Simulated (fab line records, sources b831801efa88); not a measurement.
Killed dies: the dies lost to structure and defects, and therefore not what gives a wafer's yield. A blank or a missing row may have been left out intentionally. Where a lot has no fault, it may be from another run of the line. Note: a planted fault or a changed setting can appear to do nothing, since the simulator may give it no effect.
Comparing a struck lot with a sound one + flow sky130 + 16 steps out of a route of 708
Sound: wafers L863.1, L863.3, L863.6. Struck: wafer L859.5 (left out: L859.3, L859.4 of the same lot, which were not struck); the cause appears at the end.
Each step with rows lists, per side, the tool, then ch with its chambers, then its first start. Under that, the readings that differ: sound wafers + struck wafers + difference of the means + sigmas: that difference in standard deviations of wafers without a fault.
alike: same words and numbers on both sides, and readings whose means sit less than 2 such deviations apart. not compared: any withheld reading, any reading some wafer has no value for, any bound like >300 that may hide the same value, and any number with overlapping values for which the record gives no deviation.
The two part at a step that has a row with sigmas, a row that says differs or no value, or rows on one side only. When numbers do not overlap yet have no deviation, they are printed without sigmas and do not part them. A reading that every wafer of one side lacks parts them only if that side has two wafers or more.

SKY_GATE_OXIDE_TW_MEAS_14:
  sound: filmMetro-02 at day 19 23:44; struck: filmMetro-02 at day 18 15:57
  alike: GATE_OXIDE_TW
then, 3 steps without rows for these wafers: SKY_GATE_OXIDE_CLEAN_15 (cleans in SC1/SC2, time 150 s); SKY_GATE_OXIDE_OXIDATION_16 (stabilise 600 s, purge 300 s, target thk 3.57 nm); SKY_POLY_GATE_CVD_00 (deposits poly-Si, target thk 180 nm, time 720 s).
SKY_POLY_GATE_THK_MEAS_01:
  sound: filmMetro-02 at day 20 03:30; struck: filmMetro-03 at day 19 00:09
  alike: POLY_GATE_CVD_00_THK
then, 7 steps without rows for these wafers: SKY_RES_PROTECT_DEHYDRATE_00 (time 60 s); SKY_RES_PROTECT_HMDS_01 (prime time 60 s); SKY_RES_PROTECT_COAT_02 (resist thk 1140 nm); SKY_RES_PROTECT_SOFTBAKE_03 (time 60 s); SKY_RES_PROTECT_EXPOSE_04 (exposes mask RPM, target cd 1270 nm); SKY_RES_PROTECT_PEB_05; SKY_RES_PROTECT_DEVELOP_06 (develop time 60 s).
SKY_POLY_GATE_IMPLANT_02:
  sound on implanter-03 ch 0, day 21 09:38; struck on implanter-04 ch 0, day 20 05:17
| reading          | sound             | struck | difference | sigmas |
|------------------|-------------------|--------|------------|--------|
| faradayCurrentUA | 13360 13575 13757 | 11353  | -2211      | -2     |
SKY_RES_PROTECT_STRIP_07: strips in O2/N2.
  sound on plasmaAsher-03 ch 0,1, day 21 09:47; struck on plasmaAsher-01 ch 0, day 20 05:26
| reading                  | sound             | struck | difference | sigmas |
|--------------------------|-------------------|--------|------------|--------|
| oesProductAu (a.u.)      | 0.522 0.517 0.515 | 0.530  | +0.012     | +3     |
| stripTimeToEndpointS (s) | 23.22 23.25 23.15 | 22.54  | -0.67      | -16    |
  alike: drypumpMotorCurrentA
  not compared: rfHoursCounterH
SKY_RES_PROTECT_TW_MEAS_08:
  sound: filmMetro-04 at day 21 09:53; struck: filmMetro-02 at day 20 05:31
| reading      | sound          | struck | difference | sigmas |
|--------------|----------------|--------|------------|--------|
| POLY_GATE_TW | 4074 4055 4032 | 4002   | -52        | -2     |
-- record jumps: 30 days separate the struck wafers' starts on either side; left off in module RES_PROTECT, taken up again in module PAD_OPEN, whose first shown step is the route's number 708 --
SKY_PAD_OPEN_PROBE_99:
  sound: prober-01 at day 50 00:28; struck: prober-02 at day 49 18:08
| reading                                  | sound                   | struck | difference | sigmas |
|------------------------------------------|-------------------------|--------|------------|--------|
| killedAtContacts                         | 18 19 23                | 35     | +15        | +3     |
| model.etest.resPoly.lineOhmUm            | 528.8 514.3 532.9       | 658.1  | +132.8     |        |
| model.etest.liconPoly.rcOhm              | 154.6 154 147.4         | 196.7  | +44.7      |        |
| model.etest.resPoly.rsOhmSq              | 49.84 49.19 48          | 60.23  | +11.22     |        |
| model.etest.resPoly.rsOhmSqRange         | 1.586 1.26 1.266        | 9.133  | +7.762     |        |
| model.etest.resPoly.rsOhmSqRimLessCentre | -0.6186 -0.2718 -0.9005 | -3.846 | -3.249     |        |
  alike: killed_at_M0_to_M3, killed_at_M4_up, killedAtFrontEnd, killedAtOther, killedDies, killedOpen, killedShort

== WHERE THEY PART ==
At SKY_POLY_GATE_IMPLANT_02 first; at SKY_PAD_OPEN_PROBE_99 last (within this record only).

WHY: whatever the simulator had introduced
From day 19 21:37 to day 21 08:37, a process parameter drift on implanter-04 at SKY_POLY_GATE_IMPLANT_02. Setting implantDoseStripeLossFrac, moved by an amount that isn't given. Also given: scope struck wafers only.
